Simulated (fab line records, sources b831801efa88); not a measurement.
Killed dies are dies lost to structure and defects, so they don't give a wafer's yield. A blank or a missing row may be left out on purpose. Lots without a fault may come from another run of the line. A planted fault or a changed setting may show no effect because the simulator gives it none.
Split-lot experiment | flow sky130 | 5 lots, 23 wafers read, on a route of 708 steps

THE SPLIT
At SKY_VT_ADJUST_HVTP_COAT_02 (resist thk 1140 nm), the setting spin_rpm was moved away from the recipe's 3000 rpm on 8 of the 23 wafers read, by -3.2% to +3.5%. The other wafers ran this setting at the recipe's value.

The reading is taken at the split's own step.

THE READING
NOVOLAK_of_VT_ADJUST_HVTP_COAT_02.thk_nm (the simulator's own value, which no gauge read), in nm, at SKY_VT_ADJUST_HVTP_COAT_02 (resist thk 1140 nm). The file gives no usual value for it. The 15 wafers here that ran the recipe average 1138 nm, standard deviation 3.1 nm.

wafer  | tool, chamber at the split | spin_rpm as run, rpm | against the recipe | NOVOLAK_of_VT_ADJUST_HVTP_COAT_02.thk_nm, nm | against lot-mates on the recipe
L076.2 | litho_track-03, 0          | 3105                 | +3.5%              | 1117                                         | -20
L076.3 | litho_track-03, 0          | 3105                 | +3.5%              | 1117                                         | -20
L076.4 | litho_track-03, 0          | 3000                 | recipe             | 1133                                         | -
L076.5 | litho_track-03, 0          | 3000                 | recipe             | 1140                                         | -
L076.6 | litho_track-03, 0          | 3105                 | +3.5%              | 1120                                         | -16
L079.1 | litho_track-03, 0          | 3000                 | recipe             | 1140                                         | -
L079.2 | litho_track-03, 0          | 3095                 | +3.2%              | 1123                                         | -15
L079.3 | litho_track-03, 0          | 3000                 | recipe             | 1136                                         | -
L079.4 | litho_track-03, 0          | 3000                 | recipe             | 1139                                         | -
L079.5 | litho_track-03, 0          | 3095                 | +3.2%              | 1120                                         | -18
L080.1 | litho_track-01, 0          | 3000                 | recipe             | 1133                                         | -
L080.3 | litho_track-01, 0          | 3000                 | recipe             | 1133                                         | -
L080.4 | litho_track-01, 0          | 3000                 | recipe             | 1137                                         | -
L080.5 | litho_track-01, 0          | 3000                 | recipe             | 1137                                         | -
L080.6 | litho_track-01, 0          | 3000                 | recipe             | 1134                                         | -
L081.1 | litho_track-02, 0          | 3000                 | recipe             | 1141                                         | -
L081.6 | litho_track-02, 0          | 3000                 | recipe             | 1141                                         | -
L081.2 | litho_track-02, 0          | 3000                 | recipe             | 1140                                         | -
L085.1 | litho_track-01, 0          | 2903                 | -3.2%              | 1161                                         | +20
L085.5 | litho_track-01, 0          | 2903                 | -3.2%              | 1161                                         | +20
L085.2 | litho_track-01, 0          | 3000                 | recipe             | 1140                                         | -
L085.4 | litho_track-01, 0          | 3000                 | recipe             | 1142                                         | -
L085.6 | litho_track-01, 0          | 2903                 | -3.2%              | 1162                                         | +21

THE FIT
A straight line over all 23 wafers: NOVOLAK_of_VT_ADJUST_HVTP_COAT_02.thk_nm changes by -6.19 nm for each +1% of spin_rpm; r = -0.97; the points scatter about the line by 3.1 nm.
The same after taking each lot's own level away (the mean of its wafers on the recipe; 23 wafers): -5.69 nm for each +1%; r = -0.99; scatter 1.9 nm.
On that fit, the largest move of spin_rpm shifts the reading by 20 nm.
The lots' own levels span 1134.8 to 1141.0 nm, that is 2.0 times the standard deviation above.
So the lot-to-lot level changes the slope little: the two slopes agree.
Check: with one of the wafers moved furthest among these (+3.5%) left out of the fit, the line predicts -19.4 nm for it against its lot-mates. It came out at -19.5 nm against them.

OTHER SPLITS ON THESE WAFERS
These wafers also went through other splits before the reading. Each is held against what the fit with the lots' levels taken away leaves over:
other split on the same wafers  | wafers away from the commonest value | r with NOVOLAK_of_VT_ADJUST_HVTP_COAT_02.thk_nm (lot level and that fit taken away)
SKY_FIELD_ISO_EXPOSE_10 dose_mj | 7                                    | -0.06
SKY_FIELD_ISO_ETCH_17 time_s    | 9                                    | +0.40
SKY_DNWELL_EXPOSE_04 dose_mj    | 9                                    | -0.01
SKY_PWDE_SOFTBAKE_03 temp_c     | 9                                    | -0.40
SKY_NWELL_IMPLANT_24 energy_kev | 8                                    | -0.20

THE WHOLE CHAIN: every reading that the file lists as answering this split, in the file's order
step                        | what it does       | reading                                                                                   | change (the file's fit)              | r (the file's)
SKY_VT_ADJUST_HVTP_COAT_02  | resist thk 1140 nm | NOVOLAK_of_VT_ADJUST_HVTP_COAT_02.thk_nm (the simulator's own value, which no gauge read) | -5.62 nm for each +1% of the setting | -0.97
SKY_VT_ADJUST_HVTP_STRIP_10 | strips in O2/N2    | strip_time_to_endpoint_s                                                                  | withheld for each +1% of the setting | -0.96

THE FILE'S OWN FIT
NOVOLAK_of_VT_ADJUST_HVTP_COAT_02.thk_nm changes by -5.62 nm for each +1% of spin_rpm, r = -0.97.
